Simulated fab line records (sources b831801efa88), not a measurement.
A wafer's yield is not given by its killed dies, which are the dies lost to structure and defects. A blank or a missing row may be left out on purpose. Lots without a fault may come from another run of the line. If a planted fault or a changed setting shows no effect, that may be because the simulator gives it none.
2 desks looking at one fault :: flow gf180mcu :: each desk holds nothing but its own numbers, with what lay behind them at the end

== TOOL OWNER'S DESK, pvd-sputter-01 ==
The tool's own readings at GF_MIM_SPUTTER_07 (material TiN, target thk 60 nm, time 50 s): means of the sampled wafers that have a number, for each lot that ran on this tool. Marked OUT: a lot whose mean sits more than 4 standard deviations from the usual mean, which makes it out of limits; the brackets give that distance.
Columns: A = chamber-pressure-pa at GF_MIM_SPUTTER_07, usual 0.4000 Pa; B = throttle-valve-pct at GF_MIM_SPUTTER_07, usual 30.2 %
lot: L225
first seen here: day 24 03:41
A: 0.3998
B: 30.1

lot: L226
first seen here: day 24 15:37
A: 0.3999
B: 29.9

lot: L229
first seen here: day 25 15:42
A: 0.4005
B: 30.3

lot: L241
first seen here: day 29 15:19
A: 0.4003
B: 29.7

lot: L242
first seen here: day 29 21:19
A: 0.4009
B: 29.8
This desk found nothing out of limits on any of the 5 lots.

== AT THE METROLOGY DESK ==
What the gauges read for every lot (on any tool): the sampled wafers with a number, averaged. Marked OUT: a lot whose mean sits more than 4 standard deviations from the usual mean, which makes it out of limits; the brackets give that distance.
Columns: A = M4_ALCU_RS at GF_M4_RS_MEAS_05, usual 0.0695 ohm/sq; B = cd-nm at GF_M5_CD_MEAS_07, usual 280.0 nm
lot: L225
first seen here: day 22 02:00
A: 0.0690
B: 279.7

lot: L226
first seen here: day 22 14:16
A: 0.0693
B: 279.3

lot: L229
first seen here: day 23 17:36
A: 0.0695
B: 281.8

lot: L232
first seen here: day 25 05:44
A: 0.0702
B: 281.1

lot: L234
first seen here: day 25 13:53
A: 0.0696
B: 281.3

lot: L241
first seen here: day 27 21:17
A: 0.0694
B: 278.8

lot: L242
first seen here: day 28 04:14
A: 0.0692
B: 280.9

lot: L245
first seen here: day 28 23:35
A: 0.0689
B: 281.1

lot: L246
first seen here: day 29 07:05
A: 0.0697
B: 278.7

lot: L247
first seen here: day 29 15:34
A: 0.0682
B: 280.1

lot: L248
first seen here: day 29 21:55
A: 0.0699
B: 278.6
This desk found nothing out of limits on any of the 11 lots.

== TAKEN TOGETHER ==
The desk of the tool owner found nothing out of limits.
At the metrology desk, nothing out of limits was observed.

== WHAT WAS PUT IN BY THE SIMULATOR ==
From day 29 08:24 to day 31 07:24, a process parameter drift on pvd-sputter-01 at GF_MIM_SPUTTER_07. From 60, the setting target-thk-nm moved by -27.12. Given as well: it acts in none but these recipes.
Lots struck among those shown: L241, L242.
